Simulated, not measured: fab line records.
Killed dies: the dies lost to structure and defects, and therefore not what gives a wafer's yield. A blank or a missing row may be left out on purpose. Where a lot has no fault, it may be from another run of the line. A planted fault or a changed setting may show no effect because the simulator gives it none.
fab line records | flow sky130
record lots=5 wafers=15 last-day=50
route steps=708 shown VIA4@648 METAL5@661
lots that met no fault: from a run of the same line without faults
start-h: start of the lot's first displayed wafer, in hours after the record's first day | wait-h: how many hours have passed since the lot's step before this one | " identical to the entry in the row above | L1.1+2: several wafers, shown together as one row | - no value, or no start given | * or withheld: withheld | < > ~ a bound
route shown NAME@n: a module of which the file shows steps, and the number in the route of the first | usual: mean and standard deviation over wafers with no fault | same: alike in all rows | chamber/n: place in a boat | sites: per-site readings | _std_site: their standard deviation | _edge_site: inner sites' mean taken away from outer sites' mean | radius-mm: for every site, how far away it sits from the centre of the wafer | mask NAME#n: copy n | behind: the most recent tool/chamber to have shaped the wafer | hold: why the lot was held/for how many hours/how that ended | device: the n, p or np transistor that did not switch | end of line: the tests these same wafers got at the end of their route | a step given without rows: its recipe and nothing more | killed: not the wafer's yield, but the dies lost to structure and defects at the first sort | map: shows each die of a wafer: x if killed, . if not, _ if none is there
set.NAME: the setting that was run; set.NAME@STEP: the one run at that earlier step | model.NAME: the simulator's own value behind a step, which no gauge read
lots seen at some steps along the route; tables by step, rows by wafer
services: from which hour (start-h, from the record's first day; less than 0 if before it) a tool's chamber was out of use, for how many hours, and why
## steps
# step SKY_VIA4_PEB_09
# recipe temp-c=withheld time-s=* resist=NOVOLAK
# usual chill-plate-temp-C=*
# columns lot.wafer tool chamber start-h wait-h chill-plate-temp-C
L076.2 litho-track-03 0 - - *
L076.3 " 0 " " *
L076.4 " 0 " " *
L078.1 litho-track-03 0 - - *
L078.3 " 0 " " *
L078.6 " 0 " " *
L079.1 litho-track-04 0 - - *
L079.3 " 0 " " *
L079.6 " 0 " " *
L095.1 litho-track-03 0 - - *
L095.2 " 0 " " *
L095.3 " 0 " " *
L097.2 litho-track-02 0 - - *
L097.3 " 0 " " *
L097.5 " 0 " " *
# step SKY_VIA4_DEVELOP_10
# recipe resist=NOVOLAK developer=TMAH develop-time-s=60 dev-temp-c=23
# usual chill-plate-temp-C=22.99/0.11
# columns lot.wafer tool chamber start-h wait-h chill-plate-temp-C
L076.2 litho-track-03 0 1013.16 0.1 22.87
L076.3 " 0 " " 22.77
L076.4 " 0 " " 22.86
L078.1 litho-track-03 0 1027.98 0.1 22.79
L078.3 " 0 " " 22.86
L078.6 " 0 " " 22.82
L079.1 litho-track-04 0 1043.30 0.1 23.05
L079.3 " 0 " " 23.13
L079.6 " 0 " " 23.03
L095.1 litho-track-03 0 1135.83 0.1 22.96
L095.2 " 0 " " 22.95
L095.3 " 0 " " 23.05
L097.2 litho-track-02 0 1141.99 0.1 23.16
L097.3 " 0 " " 22.99
L097.5 " 0 " " 23.09
# step SKY_VIA4_OVL_MEAS_11
# usual VIA4_OVL=0.0/1.3
# columns lot.wafer tool chamber start-h wait-h VIA4_OVL[nm]
L076.2 overlay-01 - 1013.29 0.1 0.3
L076.3 " - " " -0.1
L076.4 " - " " 0.3
L078.1 overlay-01 - 1028.13 0.1 1.0
L078.3 " - " " -1.1
L078.6 " - " " 1.5
L079.1 overlay-01 - 1043.45 0.1 -2.0
L079.3 " - " " -3.5
L079.6 " - " " -3.3
L095.1 overlay-01 - 1135.98 0.1 0.4
L095.2 " - " " 0.3
L095.3 " - " " 0.4
L097.2 overlay-02 - 1142.12 0.1 -0.1
L097.3 " - " " 1.7
L097.5 " - " " 0.5
# step SKY_VIA4_ETCH_12
# recipe target=SiO2 chemistry=C4F8/O2/Ar stop-on=TiN mask-material=NOVOLAK source-w=1500 bias-w=1200 pressure-mtorr=40 c4f8-flow-sccm=withheld O2_flow_sccm=6 Ar_flow_sccm=300 time-s=withheld target-depth-a=5800
# usual oes-product-au=0.926/0.0047
# columns lot.wafer tool chamber start-h wait-h oes-product-au
L076.2 rie-diel-01 1 1013.32 0.0 0.928
L076.3 " 3 " " 0.926
L076.4 " 0 " " 0.922
L078.1 rie-diel-03 2 1028.17 0.0 0.925
L078.3 " 0 " " 0.922
L078.6 " 2 " " 0.933
L079.1 rie-diel-01 2 1043.48 0.0 0.929
L079.3 " 3 " " 0.926
L079.6 " 3 " " 0.930
L095.1 rie-diel-04 0 1136.02 0.0 0.932
L095.2 " 2 " " 0.927
L095.3 " 3 " " 0.922
L097.2 rie-diel-04 1 1142.15 0.0 0.926
L097.3 " 0 " " 0.921
L097.5 " 2 " " 0.921
# step SKY_VIA4_STRIP_13
# recipe chemistry=O2/N2 power-w=1400 pressure-mtorr=1500 platen-temp-c=withheld o2-flow-sccm=3000 n2-flow-sccm=300 overash-fraction=0.5
# usual drypump-motor-current-A=6.0/0.61 oes-product-au=0.710/0.0043 strip-time-to-endpoint-s=12.81/0.033
# columns lot.wafer tool chamber start-h wait-h drypump-motor-current-A oes-product-au rf-hours-counter-h strip-time-to-endpoint-s
L076.2 plasma-asher-01 1 1013.39 - 6.0 0.713 57 12.79
L076.3 " 1 " " 6.0 0.709 - 12.80
L076.4 " 0 " " 6.6 0.717 - 12.76
L078.1 plasma-asher-01 0 1028.24 - 6.6 0.713 58 12.78
L078.3 " 0 " " 6.6 0.714 - 12.84
L078.6 " 0 " " 6.6 0.712 - 12.80
L079.1 plasma-asher-01 1 1043.56 - 6.0 0.710 60 12.76
L079.3 " 0 " " 6.6 0.712 - 12.81
L079.6 " 1 " " 6.0 0.707 - 12.76
L095.1 plasma-asher-04 1 1136.09 - 5.3 0.709 7 12.80
L095.2 " 0 " " 5.0 0.713 7 12.82
L095.3 " 0 " " 5.0 0.713 - 12.83
L097.2 plasma-asher-03 0 1142.23 - 6.7 0.713 97 12.81
L097.3 " 0 " " 6.7 0.718 - 12.79
L097.5 " 1 " " 5.9 0.700 - 12.81
# step SKY_VIA4_STRIP_14
# recipe chemistry=post-etch-residue-remover time-s=1200 temp-c=72.5
# columns lot.wafer tool chamber start-h wait-h
L076.2+3+4 wet-bench-03 3 1013.49 0.1
L078.1+3+6 wet-bench-01 1 1028.34 0.1
L079.1+3+6 wet-bench-01 2 1043.66 0.1
L095.1+2+3 wet-bench-01 2 1136.19 0.1
L097.2+3+5 wet-bench-01 3 1142.39 0.1
# step SKY_VIA4_CLEAN_15
# recipe chemistry=IPA time-s=180 temp-c=25
# columns lot.wafer tool chamber start-h wait-h
L076.2+3+4 wet-bench-01 1 1013.83 0.0
L078.1+3+6 wet-bench-03 1 1028.68 0.0
L079.1+3+6 wet-bench-04 2 1044.00 0.0
L095.1+2+3 wet-bench-04 0 1136.60 0.0
L097.2+3+5 wet-bench-03 0 1142.76 0.0
# step SKY_VIA4_CLEAN_16
# recipe chemistry=O3/DIW dry=n2-spin
# columns lot.wafer tool chamber start-h wait-h
L076.2+3+4 wet-bench-04 2 1013.89 0.0
L078.1+3+6 wet-bench-04 1 1028.74 0.0
L079.1+3+6 wet-bench-01 1 1044.06 0.0
L095.1+2+3 wet-bench-01 0 1136.66 0.0
L097.2+3+5 wet-bench-04 1 1142.82 0.0
# step SKY_VIA4_SPUTTER_17
# recipe material=TiN target-thk-nm=20 chamber-pressure-pa=5 power-w=4000 time-s=80
# usual throttle-valve-pct=30.0/0.91
# columns lot.wafer tool chamber start-h wait-h throttle-valve-pct
L076.2 pvd-sputter-01 - 1013.99 0.0 29.9
L076.3 " - " " 29.3
L076.4 " - " " 31.2
L078.1 pvd-sputter-01 - 1028.84 0.0 30.1
L078.3 " - " " 29.0
L078.6 " - " " 29.6
L079.1 pvd-sputter-01 - 1044.15 0.0 29.0
L079.3 " - " " 29.1
L079.6 " - " " 31.2
L095.1 pvd-sputter-02 - 1136.78 0.0 29.0
L095.2 " - " " 30.9
L095.3 " - " " 31.3
L097.2 pvd-sputter-02 - 1142.92 0.0 30.2
L097.3 " - " " 31.5
L097.5 " - " " 29.0
# step SKY_VIA4_CVD_18
# recipe material=W target-thk-nm=505 time-s=152.14 temp-c=400 pressure-torr=40
# usual heater-power-w=900/98
# columns lot.wafer tool chamber start-h wait-h heater-power-w
L076.2 cvd-w-01 0 1014.05 0.0 937
L076.3 " 1 " " 1017
L076.4 " 0 " " 935
L078.1 cvd-w-01 0 1028.90 0.0 913
L078.3 " 0 " " 926
L078.6 " 0 " " 922
L079.1 cvd-w-02 0 1044.22 0.0 835
L079.3 " 1 " " 731
L079.6 " 1 " " 736
L095.1 cvd-w-01 1 1136.84 0.0 1014
L095.2 " 0 " " 926
L095.3 " 0 " " 934
L097.2 cvd-w-01 1 1142.98 0.0 1037
L097.3 " 0 " " 926
L097.5 " 1 " " 1010
# step SKY_VIA4_RS_MEAS_19
# recipe thk-meas-gauge=four-point-probe reads=W_of_VIA4_CVD_18+TiN_of_VIA4_SPUTTER_17
# usual VIA4_W_RS=0.2285/0.0021
# columns lot.wafer tool chamber start-h wait-h VIA4_W_RS[ohm/sq]
L076.2 film-metro-02 - 1014.22 0.1 0.2269
L076.3 " - " " 0.2244
L076.4 " - " " 0.2250
L078.1 film-metro-02 - 1029.20 0.3 0.2268
L078.3 " - " " 0.2287
L078.6 " - " " 0.2278
L079.1 film-metro-04 - 1044.37 0.1 0.2278
L079.3 " - " " 0.2297
L079.6 " - " " 0.2295
L095.1 film-metro-01 - 1136.99 0.1 0.2314
L095.2 " - " " 0.2301
L095.3 " - " " 0.2306
L097.2 film-metro-04 - 1143.16 0.1 0.2276
L097.3 " - " " 0.2298
L097.5 " - " " 0.2285
# step SKY_VIA4_THK_MEAS_20
# recipe thk-meas-gauge=xrf reads=W_of_VIA4_CVD_18
# usual VIA4_W_THK=500/5.9
# columns lot.wafer tool chamber start-h wait-h VIA4_W_THK[nm]
L076.2 film-metro-02 - 1014.33 0.1 502
L076.3 " - " " 504
L076.4 " - " " 501
L078.1 film-metro-02 - 1029.32 0.1 496
L078.3 " - " " 496
L078.6 " - " " 496
L079.1 film-metro-04 - 1044.49 0.1 500
L079.3 " - " " 496
L079.6 " - " " 498
L095.1 film-metro-01 - 1137.11 0.1 488
L095.2 " - " " 491
L095.3 " - " " 486
L097.2 film-metro-04 - 1143.27 0.1 513
L097.3 " - " " 511
L097.5 " - " " 508
# step SKY_VIA4_CMP_21
# recipe stop-on=SiO2 t-overpolish-s=25 down-force-psi=3.5 platen-rpm=60 target-thk-nm=0 pad-velocity-m-s=0.94248
# usual head-pressure-psi=3.500/0.0081 motor-current-A=11.5/0.98 overpolish-run-s=25.000/0.0092 time-to-endpoint-s=121/3.8
# columns lot.wafer tool chamber start-h wait-h head-pressure-psi motor-current-A overpolish-run-s time-to-endpoint-s
L076.3 cmp-01 2 1014.43 0.1 3.490 10.7 25.011 124
L076.4 " 3 " " 3.493 10.6 25.004 118
L076.2 " 0 " " 3.495 12.7 25.002 120
L078.1 cmp-02 2 1029.43 0.1 3.507 12.4 24.988 122
L078.3 " 3 " " 3.504 12.0 24.990 120
L078.6 " 1 " " 3.509 10.5 24.988 123
L079.1 cmp-01 2 1044.55 0.1 3.491 10.4 25.010 124
L079.3 " 3 " " 3.493 11.9 24.998 122
L079.6 " 3 " " 3.504 11.2 25.016 119
L095.1 cmp-02 2 1137.40 0.3 3.500 13.3 24.998 124
L095.3 " 3 " " 3.495 12.5 25.009 119
L095.2 " 1 " " 3.501 10.1 25.002 126
L097.2 cmp-02 0 1143.45 0.2 3.508 9.8 24.989 127
L097.3 " 1 " " 3.494 10.8 25.001 128
L097.5 " 3 " " 3.497 12.4 25.002 123
# step SKY_METAL5_SPUTTER_00
# recipe material=Ti target-thk-nm=15 power-w=3000 time-s=10 chamber-pressure-pa=0.4
# usual throttle-valve-pct=30.1/0.96
# columns lot.wafer tool chamber start-h wait-h throttle-valve-pct
L076.2 pvd-sputter-02 - 1014.68 0.1 30.0
L076.3 " - " " 29.1
L076.4 " - " " 29.0
L078.1 pvd-sputter-03 - 1029.68 0.2 31.4
L078.3 " - " " 28.8
L078.6 " - " " 31.3
L079.1 pvd-sputter-03 - 1044.85 0.2 30.1
L079.3 " - " " 31.4
L079.6 " - " " 30.3
L095.1 pvd-sputter-02 - 1137.70 0.2 30.2
L095.2 " - " " 31.4
L095.3 " - " " 29.2
L097.2 pvd-sputter-03 - 1143.65 0.1 28.8
L097.3 " - " " 30.1
L097.5 " - " " 30.1
# step SKY_METAL5_SPUTTER_01
# recipe material=TiN target-thk-nm=20 power-w=6500 time-s=16.7 chamber-pressure-pa=0.4
# usual throttle-valve-pct=30.1/0.96
# columns lot.wafer tool chamber start-h wait-h throttle-valve-pct
L076.2 pvd-sputter-02 - 1014.71 0.0 30.2
L076.3 " - " " 29.3
L076.4 " - " " 29.1
L078.1 pvd-sputter-03 - 1029.71 0.0 31.1
L078.3 " - " " 28.6
L078.6 " - " " 31.4
L079.1 pvd-sputter-03 - 1044.87 0.0 30.2
L079.3 " - " " 31.3
L079.6 " - " " 30.2
L095.1 pvd-sputter-02 - 1137.72 0.0 30.2
L095.2 " - " " 31.4
L095.3 " - " " 29.2
L097.2 pvd-sputter-03 - 1143.67 0.0 28.8
L097.3 " - " " 29.9
L097.5 " - " " 30.1
# step SKY_METAL5_SPUTTER_02
# recipe material=AlCu target-thk-nm=1150 power-w=10600 time-s=61.2 chamber-pressure-pa=0.4
# usual throttle-valve-pct=30.2/0.97
# columns lot.wafer tool chamber start-h wait-h throttle-valve-pct
L076.2 pvd-sputter-02 - 1014.73 0.0 30.0
L076.3 " - " " 29.2
L076.4 " - " " 29.1
L078.1 pvd-sputter-03 - 1029.73 0.0 31.8
L078.3 " - " " 28.8
L078.6 " - " " 31.4
L079.1 pvd-sputter-03 - 1044.90 0.0 30.1
L079.3 " - " " 31.4
L079.6 " - " " 30.2
L095.1 pvd-sputter-02 - 1137.75 0.0 30.1
L095.2 " - " " 31.3
L095.3 " - " " 29.2
L097.2 pvd-sputter-03 - 1143.70 0.0 28.8
L097.3 " - " " 29.9
L097.5 " - " " 30.3
# step SKY_METAL5_SPUTTER_03
# recipe material=Ti target-thk-nm=5 power-w=3000 time-s=3.3 chamber-pressure-pa=0.4
# usual throttle-valve-pct=30.1/0.97
# columns lot.wafer tool chamber start-h wait-h throttle-valve-pct
L076.2 pvd-sputter-02 - 1014.78 0.0 30.3
L076.3 " - " " 29.2
L076.4 " - " " 29.1
L078.1 pvd-sputter-03 - 1029.78 0.0 31.4
L078.3 " - " " 28.8
L078.6 " - " " 31.5
L079.1 pvd-sputter-03 - 1044.95 0.0 30.2
L079.3 " - " " 31.5
L079.6 " - " " 30.0
L095.1 pvd-sputter-02 - 1137.80 0.0 30.2
L095.2 " - " " 31.5
L095.3 " - " " 28.9
L097.2 pvd-sputter-03 - 1143.75 0.0 28.8
L097.3 " - " " 29.9
L097.5 " - " " 30.2
# step SKY_METAL5_SPUTTER_04
# recipe material=TiN target-thk-nm=70 power-w=6500 time-s=58.3 chamber-pressure-pa=0.4
# usual throttle-valve-pct=30.2/0.99
# columns lot.wafer tool chamber start-h wait-h throttle-valve-pct
L076.2 pvd-sputter-02 - 1014.80 0.0 30.2
L076.3 " - " " 29.0
L076.4 " - " " 28.8
L078.1 pvd-sputter-03 - 1029.80 0.0 31.6
L078.3 " - " " 28.6
L078.6 " - " " 31.5
L079.1 pvd-sputter-03 - 1044.96 0.0 30.1
L079.3 " - " " 31.5
L079.6 " - " " 30.3
L095.1 pvd-sputter-02 - 1137.82 0.0 30.2
L095.2 " - " " 31.5
L095.3 " - " " 29.0
L097.2 pvd-sputter-03 - 1143.77 0.0 28.9
L097.3 " - " " 30.3
L097.5 " - " " 30.3
# step SKY_METAL5_RS_MEAS_05
# recipe thk-meas-gauge=four-point-probe reads=TiN_of_METAL5_SPUTTER_04+Ti_of_METAL5_SPUTTER_03+AlCu_of_METAL5_SPUTTER_02+TiN_of_METAL5_SPUTTER_01+Ti_of_METAL5_SPUTTER_00
# usual METAL5_ALCU_RS=0.02707/0.00027
# columns lot.wafer tool chamber start-h wait-h METAL5_ALCU_RS[ohm/sq]
L076.2 film-metro-03 - 1014.87 0.0 0.02703
L076.3 " - " " 0.02682
L076.4 " - " " 0.02687
L078.1 film-metro-02 - 1029.85 0.0 0.02669
L078.3 " - " " 0.02704
L078.6 " - " " 0.02656
L079.1 film-metro-03 - 1045.01 0.0 0.02714
L079.3 " - " " 0.02723
L079.6 " - " " 0.02737
L095.1 film-metro-03 - 1137.87 0.0 0.02691
L095.2 " - " " 0.0267
L095.3 " - " " 0.0271
L097.2 film-metro-01 - 1143.84 0.0 0.02684
L097.3 " - " " 0.02687
L097.5 " - " " 0.02686
## services
# columns tool chamber start-h hours kind
cvd-w-01 - 992.70 0.7 repair
rie-diel-03 1 1001.26 4.1 repair
cvd-w-02 - 1007.57 1.0 repair
plasma-asher-03 - 1012.13 1.5 repair
pvd-sputter-01 - 1015.43 6.1 repair
plasma-asher-03 - 1021.01 2.1 repair
rie-diel-04 3 1024.89 8.0 repair
rie-diel-04 1 1025.32 1.6 repair
cvd-w-01 1 1028.13 12.8 repair
rie-diel-03 0 1032.71 12.4 repair
pvd-sputter-03 - 1038.49 1.9 repair
cmp-01 - 1041.18 0.8 repair
plasma-asher-04 - 1055.25 9.0 pm
cvd-w-01 1 1058.19 13.6 repair
cmp-02 - 1068.33 1.0 repair
cmp-02 - 1075.59 1.2 repair
cmp-01 - 1087.66 4.0 pm
cmp-01 - 1089.71 2.1 repair
pvd-sputter-03 - 1099.09 1.4 repair
rie-diel-01 1 1110.49 9.9 repair
pvd-sputter-03 - 1119.29 5.3 repair
cmp-01 - 1128.70 2.9 repair
cmp-01 - 1132.09 6.2 pm
cmp-01 - 1141.70 4.8 pm
## key
fault none
